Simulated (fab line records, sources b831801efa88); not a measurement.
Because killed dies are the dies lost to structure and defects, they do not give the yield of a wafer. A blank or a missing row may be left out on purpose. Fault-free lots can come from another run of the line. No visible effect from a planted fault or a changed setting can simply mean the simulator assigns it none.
Which tool did it?    flow sky130    14 lots (42 wafers sampled), 1 step of a 708-step route

== WHAT EACH GAUGE READ, for each wafer ==
Not one reading of a measure or inspect step in the record can be checked against a usual standard deviation.

== WHAT TOOL EACH LOT RAN ON (gives the tool, then ch and the chambers of the sampled wafers, and finally the start) ==
lot   SKY_LDD_N_IMPLANT_13
L789  implanter-03 ch 0, day 18 11:29
L788  implanter-03 ch 0, day 18 14:27
L792  implanter-03 ch 0, day 19 20:51
L793  implanter-04 ch 0, day 20 13:39
L794  implanter-04 ch 0, day 20 21:00
L796  implanter-03 ch 0, day 21 02:41
L797  implanter-03 ch 0, day 21 19:09
L798  implanter-04 ch 0, day 22 12:37
L800  implanter-04 ch 0, day 22 17:39
L801  implanter-04 ch 0, day 23 10:47
L803  implanter-01 ch 0, day 23 18:48
L802  implanter-03 ch 0, day 23 19:05
L805  implanter-03 ch 0, day 24 08:09
L806  implanter-04 ch 0, day 24 14:44
- SKY_LDD_N_IMPLANT_13

== WHAT THE TOOLS THEMSELVES READ (means of the sampled wafers that have a number; where no wafer has one, the mark that the record gives instead) ==
SKY_LDD_N_IMPLANT_13.
lot   tool          doseIonsCm2  faradayCurrentUA
L789  implanter-03  5e+12        28.0
L788  implanter-03  5e+12        28.3
L792  implanter-03  5e+12        28.1
L793  implanter-04  5e+12        28.3
L794  implanter-04  5e+12        28.2
L796  implanter-03  5e+12        28.4
L797  implanter-03  5e+12        28.3
L798  implanter-04  5e+12        28.9
L800  implanter-04  5e+12        28.4
L801  implanter-04  3e+12        18.1
L803  implanter-01  5e+12        28.5
L802  implanter-03  5e+12        27.8
L805  implanter-03  5e+12        27.6
L806  implanter-04  3e+12        17.9

== THE ANSWER, worked out from the rows above alone ==
Rule: what is usual is taken from the lots themselves. Put in order of their means at a reading, lots are off if they are a third of the lots or fewer, leave a main group of 4 or more, and stand apart from it by a gap of 3 or more times the standard deviation of the main group's means; of several such gaps the widest counts. A main group is skipped when, at the precision printed for the reading in the tables above, its means are all equal. Also off: a lot with no number at a reading for which 4 or more lots have one. All remaining lots with rows at the step are treated as sound. After the gauges, taken in route order, come the tools' own readings; for these a lot's mean is taken, as printed above. At the first step where some lot is off, the reading lying furthest off is the one used; lots without a number count as furthest.
Off: L801, L806 (SKY_LDD_N_IMPLANT_13, faradayCurrentUA). The main group: mean 28.2, standard deviation 0.32.
A tool fits if, at that step or a process step before it, it ran every lot that is off, and no sound lot after the first of them. One fits: SKY_LDD_N_IMPLANT_13 on implanter-04. Its last sound lot is L800 (day 22 17:39), its first lot that is off L801 (day 23 10:47): a fault that began between those two fits.
The tool's own readings at SKY_LDD_N_IMPLANT_13 bear it out: on the lots that are off they differ by more than 5 times the standard deviation of the sound lots' means. doseIonsCm2 reads 3e+12 there against 5e+12 on the sound lots; faradayCurrentUA reads 18.0 there against 28.2 on the sound lots.

== WHAT THE SIMULATOR PUT IN ==
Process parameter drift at SKY_LDD_N_IMPLANT_13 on implanter-04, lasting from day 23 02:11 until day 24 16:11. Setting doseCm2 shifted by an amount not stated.
Struck lots among those shown: L801, L806. Same finding as the rule above.
